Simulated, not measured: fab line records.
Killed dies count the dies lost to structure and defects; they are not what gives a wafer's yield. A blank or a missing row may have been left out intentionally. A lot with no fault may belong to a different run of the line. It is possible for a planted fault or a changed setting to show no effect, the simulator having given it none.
fab line records + flow gf180mcu
record
- lots=7
- wafers=21
- lastDay=33
route steps=602 shown V5@559 TOP_METAL@567
lots that met no fault: from a run of the same line without faults
startH: start of the lot's first displayed wafer, in hours after the record's first day + waitH: hours since the lot's step before + " as in the row above + L1.1+2: several wafers, shown together as one row + - no value present, or no start provided + * or withheld: withheld + < > ~ a bound
route shown NAME@n: NAME is a module with steps in the file, n the number in the route of the first one + usual: mean/standard deviation of fault-free wafers + same: alike in all rows + chamber/n: place in a boat + sites: readings site by site + _std_site: the standard deviation of these + _edge_site: the outer-site mean with the inner-site mean subtracted + radiusMm: how far each site lies from the wafer's centre + mask NAME#n: copy n + behind: the tool/chamber that last shaped the wafer + hold: what put the lot on hold/how long, in hours/how the hold closed + device: which transistor (n, p or np) failed to switch + end of line: the route-end tests of the same wafers + a step with no rows: only its recipe + killed: the dies lost at the first sort to structure and to defects; this is not the yield of the wafer + map: shows each die of a wafer: x if killed, . if not, _ if none is there
set.NAME: setting as actually run; set.NAME@STEP: the setting as run at that earlier step + model.NAME: the simulator's own value behind a step, which no gauge read
a table for each step, a row for each wafer; lots at some steps of the route
services: when a tool's chamber went out of use (startH, in hours from the record's first day, below 0 if earlier), for how many hours, and the reason
## steps
# step GF_V5_STRIP_19
# recipe
- chemistry=postEtchResidueRemover
- timeS=1200
- tempC=72.5
# step GF_V5_CLEAN_20
# recipe
- chemistry=DIW
- dry=n2Spin
# step GF_V5_SPUTTER_21
# recipe
- material=Ti
- targetThkNm=15
- chamberPressurePa=5
- powerW=2500
- substrateTempC=200
- timeS=80.02
# usual
- cathodeDcPowerW=2499.9/0.5
- chamberPressurePa=4.999/0.0088
- throttleValvePct=30.3/0.95
| lot.wafer | tool          | chamber | startH | waitH | cathodeDcPowerW | chamberPressurePa | throttleValvePct |
|-----------|---------------|---------|--------|-------|-----------------|-------------------|------------------|
| L130.1    | pvdSputter-01 | -       | 654.02 | 0.0   | 2499.1          | 5.006             | 30.4             |
| L130.3    | "             | -       | "      | "     | 2499.2          | 5.022             | 30.2             |
| L130.6    | "             | -       | "      | "     | 2500.3          | 5.003             | 30.2             |
| L131.1    | pvdSputter-01 | -       | 659.72 | 0.0   | 2499.9          | 4.994             | 30.2             |
| L131.2    | "             | -       | "      | "     | 2499.0          | 5.007             | 30.0             |
| L131.3    | "             | -       | "      | "     | 2499.3          | 4.986             | 31.1             |
| L132.1    | pvdSputter-04 | -       | 665.99 | 0.0   | 2499.5          | 5.009             | 31.0             |
| L132.2    | "             | -       | "      | "     | 2500.3          | 5.011             | 31.1             |
| L132.6    | "             | -       | "      | "     | 2499.8          | 5.008             | 27.5             |
| L142.1    | pvdSputter-04 | -       | 736.70 | 0.0   | 2499.1          | 5.008             | 27.4             |
| L142.3    | "             | -       | "      | "     | 2499.3          | 5.004             | 30.8             |
| L142.4    | "             | -       | "      | "     | 2500.3          | 4.997             | 31.1             |
| L143.3    | pvdSputter-02 | -       | 744.37 | 0.0   | 2499.4          | 5.001             | 30.9             |
| L143.4    | "             | -       | "      | "     | 2499.9          | 4.995             | 29.7             |
| L143.6    | "             | -       | "      | "     | 2500.1          | 4.994             | 30.4             |
| L145.1    | pvdSputter-04 | -       | 751.79 | 0.0   | 2500.4          | 5.007             | 30.9             |
| L145.3    | "             | -       | "      | "     | 2500.6          | 5.008             | 27.3             |
| L145.6    | "             | -       | "      | "     | 2499.8          | 4.999             | 30.8             |
| L147.2    | pvdSputter-02 | -       | 765.66 | 0.0   | 2499.6          | 4.986             | 29.6             |
| L147.3    | "             | -       | "      | "     | 2500.1          | 4.996             | 30.7             |
| L147.5    | "             | -       | "      | "     | 2500.4          | 5.016             | 30.6             |
# step GF_V5_SPUTTER_22
# recipe
- material=TiN
- targetThkNm=10
- chamberPressurePa=5
- powerW=4000
- timeS=40
# step GF_V5_CVD_23
# recipe
- material=W
- targetThkNm=350
- timeS=104.9
- tempC=400
- pressureTorr=40
# usual
- heaterPowerW=747/57
| lot.wafer | tool    | chamber | startH | waitH | heaterPowerW |
|-----------|---------|---------|--------|-------|--------------|
| L130.1    | cvdW-01 | 0       | 654.12 | 0.0   | 687          |
| L130.3    | "       | 0       | "      | "     | 687          |
| L130.6    | "       | 0       | "      | "     | 694          |
| L131.1    | cvdW-01 | 1       | 659.82 | 0.0   | 724          |
| L131.2    | "       | 0       | "      | "     | 688          |
| L131.3    | "       | 1       | "      | "     | 724          |
| L132.1    | cvdW-02 | 0       | 666.09 | 0.0   | 851          |
| L132.2    | "       | 1       | "      | "     | 770          |
| L132.6    | "       | 1       | "      | "     | 793          |
| L142.1    | cvdW-01 | 1       | 736.80 | 0.0   | 729          |
| L142.3    | "       | 1       | "      | "     | 737          |
| L142.4    | "       | 0       | "      | "     | 682          |
| L143.3    | cvdW-01 | 1       | 744.51 | 0.1   | 746          |
| L143.4    | "       | 0       | "      | "     | 674          |
| L143.6    | "       | 0       | "      | "     | 688          |
| L145.1    | cvdW-02 | 0       | 751.90 | 0.0   | 850          |
| L145.3    | "       | 1       | "      | "     | 777          |
| L145.6    | "       | 1       | "      | "     | 768          |
| L147.2    | cvdW-01 | 0       | 765.76 | 0.0   | 680          |
| L147.3    | "       | 1       | "      | "     | 722          |
| L147.5    | "       | 1       | "      | "     | 722          |
# step GF_V5_RS_MEAS_24
# recipe
- thkMeasGauge=four-point-probe
- reads=W_of_V5_CVD_23+TiN_of_V5_SPUTTER_22+Ti_of_V5_SPUTTER_21
# usual
- V5_W_RS=0.3288/0.0026
| lot.wafer | tool         | chamber | startH | waitH | V5_W_RS[ohm/sq] |
|-----------|--------------|---------|--------|-------|-----------------|
| L130.1    | filmMetro-01 | -       | 654.34 | 0.2   | 0.3236          |
| L130.3    | "            | -       | "      | "     | 0.3266          |
| L130.6    | "            | -       | "      | "     | 0.3291          |
| L131.1    | filmMetro-03 | -       | 659.93 | 0.1   | 0.3262          |
| L131.2    | "            | -       | "      | "     | 0.3311          |
| L131.3    | "            | -       | "      | "     | 0.3298          |
| L132.1    | filmMetro-03 | -       | 666.20 | 0.1   | 0.3260          |
| L132.2    | "            | -       | "      | "     | 0.3280          |
| L132.6    | "            | -       | "      | "     | 0.3293          |
| L142.1    | filmMetro-01 | -       | 736.91 | 0.1   | 0.3312          |
| L142.3    | "            | -       | "      | "     | 0.3304          |
| L142.4    | "            | -       | "      | "     | 0.3270          |
| L143.3    | filmMetro-04 | -       | 744.62 | 0.1   | 0.3351          |
| L143.4    | "            | -       | "      | "     | 0.3285          |
| L143.6    | "            | -       | "      | "     | 0.3256          |
| L145.1    | filmMetro-04 | -       | 752.01 | 0.1   | 0.3269          |
| L145.3    | "            | -       | "      | "     | 0.3327          |
| L145.6    | "            | -       | "      | "     | 0.3303          |
| L147.2    | filmMetro-01 | -       | 765.89 | 0.1   | 0.3300          |
| L147.3    | "            | -       | "      | "     | 0.3330          |
| L147.5    | "            | -       | "      | "     | 0.3348          |
# step GF_V5_THK_MEAS_25
# recipe
- thkMeasGauge=xrf
- reads=W_of_V5_CVD_23
# usual
- V5_W_THK=362/4.3
| lot.wafer | tool         | chamber | startH | waitH | V5_W_THK[nm] |
|-----------|--------------|---------|--------|-------|--------------|
| L130.1    | filmMetro-01 | -       | 654.46 | 0.1   | 372          |
| L130.3    | "            | -       | "      | "     | 371          |
| L130.6    | "            | -       | "      | "     | 368          |
| L131.1    | filmMetro-03 | -       | 660.05 | 0.1   | 368          |
| L131.2    | "            | -       | "      | "     | 361          |
| L131.3    | "            | -       | "      | "     | 363          |
| L132.1    | filmMetro-03 | -       | 666.32 | 0.1   | 367          |
| L132.2    | "            | -       | "      | "     | 367          |
| L132.6    | "            | -       | "      | "     | 366          |
| L142.1    | filmMetro-01 | -       | 737.03 | 0.1   | 364          |
| L142.3    | "            | -       | "      | "     | 365          |
| L142.4    | "            | -       | "      | "     | 369          |
| L143.3    | filmMetro-04 | -       | 744.72 | 0.1   | 353          |
| L143.4    | "            | -       | "      | "     | 361          |
| L143.6    | "            | -       | "      | "     | 364          |
| L145.1    | filmMetro-04 | -       | 752.13 | 0.1   | 363          |
| L145.3    | "            | -       | "      | "     | 356          |
| L145.6    | "            | -       | "      | "     | 358          |
| L147.2    | filmMetro-01 | -       | 766.00 | 0.1   | 363          |
| L147.3    | "            | -       | "      | "     | 359          |
| L147.5    | "            | -       | "      | "     | 355          |
# step GF_V5_CMP_26
# recipe
- stopOn=SiO2
- downForcePsi=3.5
- platenRpm=60
- tOverpolishS=15
- targetThkNm=0
- padVelocityMS=0.94248
# usual
- motorCurrentA=10.6/0.91
- overpolishRunS=14.999/0.0095
- timeToEndpointS=84.5/2.8
| lot.wafer | tool   | chamber | startH | waitH | motorCurrentA | overpolishRunS | timeToEndpointS |
|-----------|--------|---------|--------|-------|---------------|----------------|-----------------|
| L130.3    | cmp-01 | 1       | 654.52 | 0.0   | 11.2          | 15.007         | 85.2            |
| L130.1    | "      | 0       | "      | "     | 9.6           | 15.003         | 90.3            |
| L130.6    | "      | 2       | "      | "     | 11.5          | 14.996         | 80.7            |
| L131.3    | cmp-01 | 2       | 660.11 | 0.0   | 11.6          | 15.015         | 83.6            |
| L131.2    | "      | 3       | "      | "     | 9.6           | 14.997         | 84.1            |
| L131.1    | "      | 0       | "      | "     | 9.4           | 15.021         | 90.5            |
| L132.2    | cmp-01 | 0       | 666.43 | 0.1   | 9.5           | 14.986         | 87.2            |
| L132.1    | "      | 2       | "      | "     | 11.2          | 15.006         | 82.5            |
| L132.6    | "      | 0       | "      | "     | 9.1           | 15.004         | 87.2            |
| L142.3    | cmp-01 | 1       | 737.14 | 0.1   | 10.9          | 15.005         | 79.9            |
| L142.1    | "      | 2       | "      | "     | 11.2          | 15.006         | 83.0            |
| L142.4    | "      | 3       | "      | "     | 9.5           | 14.998         | 82.5            |
| L143.4    | cmp-02 | 0       | 744.83 | 0.1   | 10.5          | 15.001         | 81.6            |
| L143.3    | "      | 2       | "      | "     | 11.9          | 15.008         | 81.3            |
| L143.6    | "      | 0       | "      | "     | 10.4          | 14.998         | 83.7            |
| L145.3    | cmp-01 | 2       | 752.19 | 0.0   | 12.1          | 14.992         | 82.4            |
| L145.1    | "      | 1       | "      | "     | 11.4          | 14.996         | 84.3            |
| L145.6    | "      | 3       | "      | "     | 9.4           | 14.995         | 84.1            |
| L147.2    | cmp-02 | 0       | 766.21 | 0.2   | 10.2          | 15.005         | 85.6            |
| L147.3    | "      | 2       | "      | "     | 12.1          | 15.002         | 81.8            |
| L147.5    | "      | 0       | "      | "     | 10.7          | 14.993         | 85.4            |
# step GF_TOP_METAL_SPUTTER_00
# recipe
- material=Ti
- targetThkNm=37.5
- arrivingIonEnergyEv=80
- substrateTempC=200
- chamberPressurePa=2
- powerW=4000
- timeS=150
# step GF_TOP_METAL_SPUTTER_01
# recipe
- material=TiN
- targetThkNm=30
- powerW=6500
- timeS=25
- chamberPressurePa=0.4
# usual
- cathodeDcPowerW=6499.9/1.2
- chamberPressurePa=0.3999/0.0009
- throttleValvePct=30.0/1.1
| lot.wafer | tool          | chamber | startH | waitH | cathodeDcPowerW | chamberPressurePa | throttleValvePct |
|-----------|---------------|---------|--------|-------|-----------------|-------------------|------------------|
| L130.1    | pvdSputter-04 | -       | 654.92 | 0.1   | 6500.4          | 0.3991            | 30.6             |
| L130.3    | "             | -       | "      | "     | 6499.0          | 0.4004            | 31.2             |
| L130.6    | "             | -       | "      | "     | 6498.9          | 0.4002            | 27.4             |
| L131.1    | pvdSputter-03 | -       | 660.51 | 0.1   | 6500.3          | 0.4006            | 30.4             |
| L131.2    | "             | -       | "      | "     | 6498.0          | 0.3987            | 28.8             |
| L131.3    | "             | -       | "      | "     | 6499.6          | 0.4001            | 30.4             |
| L132.1    | pvdSputter-02 | -       | 666.78 | 0.1   | 6499.8          | 0.3999            | 30.9             |
| L132.2    | "             | -       | "      | "     | 6500.1          | 0.4011            | 30.3             |
| L132.6    | "             | -       | "      | "     | 6500.0          | 0.4004            | 29.6             |
| L142.1    | pvdSputter-03 | -       | 737.49 | 0.1   | 6500.5          | 0.3999            | 30.5             |
| L142.3    | "             | -       | "      | "     | 6501.1          | 0.4000            | 30.6             |
| L142.4    | "             | -       | "      | "     | 6500.2          | 0.4006            | 28.6             |
| L143.3    | pvdSputter-04 | -       | 745.23 | 0.1   | 6498.5          | 0.4000            | 27.9             |
| L143.4    | "             | -       | "      | "     | 6499.3          | 0.4001            | 30.9             |
| L143.6    | "             | -       | "      | "     | 6500.3          | 0.3998            | 31.0             |
| L145.1    | pvdSputter-03 | -       | 752.59 | 0.1   | 6501.5          | 0.4002            | 30.4             |
| L145.3    | "             | -       | "      | "     | 6498.9          | 0.3999            | 30.7             |
| L145.6    | "             | -       | "      | "     | 6500.6          | 0.3992            | 28.7             |
| L147.2    | pvdSputter-04 | -       | 766.61 | 0.1   | 6500.0          | 0.4009            | 31.2             |
| L147.3    | "             | -       | "      | "     | 6499.8          | 0.4001            | 31.1             |
| L147.5    | "             | -       | "      | "     | 6499.9          | 0.3996            | 31.0             |
# step GF_TOP_METAL_SPUTTER_02
# recipe
- material=AlCu
- targetThkNm=900
- powerW=10600
- chamberPressurePa=0.3
- substrateTempC=250
- gas=Ar
- timeS=47.82
# step GF_TOP_METAL_SPUTTER_03
# recipe
- material=Ti
- targetThkNm=5
- substrateTempC=300
- chamberPressurePa=0.3
- powerW=3000
- timeS=3.3
# usual
- cathodeDcPowerW=2999.9/0.49
- chamberPressurePa=0.3000/0.00072
- throttleValvePct=30.1/1.1
| lot.wafer | tool          | chamber | startH | waitH | cathodeDcPowerW | chamberPressurePa | throttleValvePct |
|-----------|---------------|---------|--------|-------|-----------------|-------------------|------------------|
| L130.1    | pvdSputter-04 | -       | 655.00 | 0.0   | 2999.7          | 0.2999            | 30.7             |
| L130.3    | "             | -       | "      | "     | 3000.0          | 0.3000            | 31.0             |
| L130.6    | "             | -       | "      | "     | 2999.9          | 0.2991            | 27.6             |
| L131.1    | pvdSputter-03 | -       | 660.58 | 0.0   | 2999.9          | 0.2992            | 30.5             |
| L131.2    | "             | -       | "      | "     | 3001.2          | 0.3005            | 28.6             |
| L131.3    | "             | -       | "      | "     | 3001.4          | 0.2998            | 30.2             |
| L132.1    | pvdSputter-02 | -       | 666.85 | 0.0   | 2999.7          | 0.2997            | 30.9             |
| L132.2    | "             | -       | "      | "     | 3000.0          | 0.3005            | 30.1             |
| L132.6    | "             | -       | "      | "     | 3000.0          | 0.3001            | 29.9             |
| L142.1    | pvdSputter-03 | -       | 740.18 | 0.0   | 3000.1          | 0.3000            | 30.3             |
| L142.3    | "             | -       | "      | "     | 2999.9          | 0.3001            | 30.8             |
| L142.4    | "             | -       | "      | "     | 2999.4          | 0.2996            | 28.5             |
| L143.3    | pvdSputter-04 | -       | 745.30 | 0.0   | 3000.5          | 0.3005            | 27.4             |
| L143.4    | "             | -       | "      | "     | 3000.3          | 0.2999            | 31.2             |
| L143.6    | "             | -       | "      | "     | 3000.4          | 0.3005            | 31.0             |
| L145.1    | pvdSputter-03 | -       | 752.67 | 0.0   | 2999.5          | 0.2996            | 30.5             |
| L145.3    | "             | -       | "      | "     | 2999.7          | 0.2997            | 30.6             |
| L145.6    | "             | -       | "      | "     | 2999.8          | 0.2983            | 28.7             |
| L147.2    | pvdSputter-04 | -       | 766.69 | 0.0   | 3000.2          | 0.2997            | 31.3             |
| L147.3    | "             | -       | "      | "     | 3000.9          | 0.3000            | 31.0             |
| L147.5    | "             | -       | "      | "     | 2999.6          | 0.3000            | 30.7             |
# step GF_TOP_METAL_SPUTTER_04
# recipe
- material=TiN
- targetThkNm=25
- powerW=6500
- timeS=20.8
- chamberPressurePa=0.4
# usual
- cathodeDcPowerW=6500.1/1.3
- chamberPressurePa=0.4000/0.00089
- throttleValvePct=30.0/1.1
| lot.wafer | tool          | chamber | startH | waitH | cathodeDcPowerW | chamberPressurePa | throttleValvePct |
|-----------|---------------|---------|--------|-------|-----------------|-------------------|------------------|
| L130.1    | pvdSputter-04 | -       | 655.02 | 0.0   | -               | -                 | -                |
| L130.3    | "             | -       | "      | "     | -               | -                 | -                |
| L130.6    | "             | -       | "      | "     | -               | -                 | -                |
| L131.1    | pvdSputter-03 | -       | 660.60 | 0.0   | -               | -                 | -                |
| L131.2    | "             | -       | "      | "     | -               | -                 | -                |
| L131.3    | "             | -       | "      | "     | -               | -                 | -                |
| L132.1    | pvdSputter-02 | -       | 666.87 | 0.0   | -               | -                 | -                |
| L132.2    | "             | -       | "      | "     | -               | -                 | -                |
| L132.6    | "             | -       | "      | "     | -               | -                 | -                |
| L142.1    | pvdSputter-03 | -       | 740.20 | 0.0   | 6499.8          | 0.4022            | 30.4             |
| L142.3    | "             | -       | "      | "     | 6499.7          | 0.4011            | 30.3             |
| L142.4    | "             | -       | "      | "     | 6500.8          | 0.4006            | 28.5             |
| L143.3    | pvdSputter-04 | -       | 745.32 | 0.0   | 6501.0          | 0.4007            | 27.7             |
| L143.4    | "             | -       | "      | "     | 6500.9          | 0.3994            | 31.1             |
| L143.6    | "             | -       | "      | "     | 6500.9          | 0.4016            | 31.0             |
| L145.1    | pvdSputter-03 | -       | 752.68 | 0.0   | 6500.4          | 0.3983            | 30.1             |
| L145.3    | "             | -       | "      | "     | 6500.8          | 0.4008            | 30.6             |
| L145.6    | "             | -       | "      | "     | 6498.9          | 0.4010            | 28.6             |
| L147.2    | pvdSputter-04 | -       | 766.70 | 0.0   | 6499.9          | 0.4001            | 31.1             |
| L147.3    | "             | -       | "      | "     | 6500.0          | 0.4011            | 30.7             |
| L147.5    | "             | -       | "      | "     | 6500.3          | 0.4007            | 30.8             |
# step GF_TOP_METAL_THK_MEAS_06
# recipe
- thkMeasGauge=xrf
- reads=AlCu_of_TOP_METAL_SPUTTER_02
# usual
- TOP_METAL_ALCU_THK=880/7.3
| lot.wafer | tool         | chamber | startH | waitH | hold                    | TOP_METAL_ALCU_THK[nm] |
|-----------|--------------|---------|--------|-------|-------------------------|------------------------|
| L130.1    | filmMetro-01 | -       | 655.16 | 0.1   | awaitDispo/0.2h/release | 945                    |
| L130.3    | "            | -       | "      | "     | awaitDispo/0.2h/release | 944                    |
| L130.6    | "            | -       | "      | "     | awaitDispo/0.2h/release | 942                    |
| L130.1    | filmMetro-01 | -       | 655.39 | 0.2   | -                       | 944                    |
| L130.3    | "            | -       | "      | "     | -                       | 945                    |
| L130.6    | "            | -       | "      | "     | -                       | 940                    |
| L131.1    | filmMetro-04 | -       | 662.39 | 1.5   | awaitDispo/0.2h/release | 920                    |
| L131.2    | "            | -       | "      | "     | awaitDispo/0.2h/release | 937                    |
| L131.3    | "            | -       | "      | "     | awaitDispo/0.2h/release | 929                    |
| L131.1    | filmMetro-04 | -       | 662.62 | 0.2   | -                       | 921                    |
| L131.2    | "            | -       | "      | "     | -                       | 939                    |
| L131.3    | "            | -       | "      | "     | -                       | 933                    |
| L132.1    | filmMetro-02 | -       | 669.87 | 2.5   | awaitDispo/0.2h/release | 928                    |
| L132.2    | "            | -       | "      | "     | awaitDispo/0.2h/release | 924                    |
| L132.6    | "            | -       | "      | "     | awaitDispo/0.2h/release | 928                    |
| L132.1    | filmMetro-02 | -       | 670.10 | 0.2   | -                       | 924                    |
| L132.2    | "            | -       | "      | "     | -                       | 923                    |
| L132.6    | "            | -       | "      | "     | -                       | 925                    |
| L142.1    | filmMetro-04 | -       | 740.34 | 0.1   | -                       | 889                    |
| L142.3    | "            | -       | "      | "     | -                       | 879                    |
| L142.4    | "            | -       | "      | "     | -                       | 880                    |
| L143.3    | filmMetro-01 | -       | 745.49 | 0.1   | -                       | 871                    |
| L143.4    | "            | -       | "      | "     | -                       | 873                    |
| L143.6    | "            | -       | "      | "     | -                       | 879                    |
| L145.1    | filmMetro-04 | -       | 752.96 | 0.1   | -                       | 886                    |
| L145.3    | "            | -       | "      | "     | -                       | 874                    |
| L145.6    | "            | -       | "      | "     | -                       | 883                    |
| L147.2    | filmMetro-04 | -       | 766.86 | 0.1   | -                       | 899                    |
| L147.3    | "            | -       | "      | "     | -                       | 887                    |
| L147.5    | "            | -       | "      | "     | -                       | 889                    |
## services
| tool          | chamber | startH | hours | kind                  |
|---------------|---------|--------|-------|-----------------------|
| pvdSputter-04 | 3       | 631.40 | -     | consumableReplace:kit |
| pvdSputter-04 | 3       | 631.40 | 18.0  | scheduledDown         |
| pvdSputter-04 | 3       | 631.40 | 18.0  | ventCycle             |
| cmp-02        | -       | 641.50 | 6.8   | pm                    |
| cvdW-01       | 1       | 644.19 | 13.7  | repair                |
| cmp-01        | -       | 656.34 | 1.5   | repair                |
| cvdW-02       | -       | 658.45 | 6.0   | pm                    |
| cmp-01        | -       | 661.97 | 0.4   | repair                |
| pvdSputter-03 | -       | 671.26 | 3.5   | repair                |
| cvdW-01       | 0       | 674.70 | 9.5   | repair                |
| pvdSputter-03 | 2       | 683.69 | -     | consumableReplace:kit |
| pvdSputter-03 | 2       | 683.69 | 18.0  | scheduledDown         |
| pvdSputter-03 | 2       | 683.69 | 18.0  | ventCycle             |
| cmp-01        | -       | 689.29 | 0.6   | repair                |
| cmp-02        | -       | 695.19 | 5.2   | pm                    |
| pvdSputter-02 | -       | 706.00 | 3.2   | repair                |
| cmp-02        | -       | 714.03 | 9.4   | repair                |
| pvdSputter-04 | 2       | 714.37 | -     | consumableReplace:kit |
| pvdSputter-04 | 2       | 714.37 | 18.0  | scheduledDown         |
| pvdSputter-04 | 2       | 714.37 | 18.0  | ventCycle             |
| pvdSputter-03 | 1       | 752.71 | -     | consumableReplace:kit |
| pvdSputter-03 | 1       | 752.71 | 18.0  | scheduledDown         |
| pvdSputter-03 | -       | 759.47 | 8.1   | repair                |
| cmp-02        | -       | 761.91 | 4.0   | pm                    |
## key
firstSign
- step=GF_TOP_METAL_SPUTTER_04
- reading=toolRecord
- direction=missing
effect
- step=GF_TOP_METAL_THK_MEAS_06
- reading=visit
- direction=added
effect
- step=GF_TOP_METAL_THK_MEAS_06
- reading=TOP_METAL_ALCU_THK
- direction=up
- sigmas=7.2
- usual=880
- struck=933
metAt GF_TOP_METAL_SPUTTER_04
struckWafers L130.1,L130.3,L130.6,L131.1,L131.2,L131.3,L132.1,L132.2,L132.6
laterRowsLeftOut L130.1,L130.3,L130.6,L131.1,L131.2,L131.3,L132.1,L132.2,L132.6
sortLeftOut L130.1,L130.3,L130.6,L131.1,L131.2,L131.3,L132.1,L132.2,L132.6
fault
- kind=skippedStepWhole
- tool=pvdSputter-02,pvdSputter-03,pvdSputter-04
- chamber=-
- onsetH=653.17
- steps=GF_TOP_METAL_SPUTTER_04
- scope=struckLotsOnly
# sortLeftOut: the simulated sort isn't trusted on such a fault, so these wafers' sort isn't shown, and their yield isn't known
# laterRowsLeftOut: the simulator's readings of these wafers behind a module that went badly wrong aren't trusted and aren't shown, but for the sort
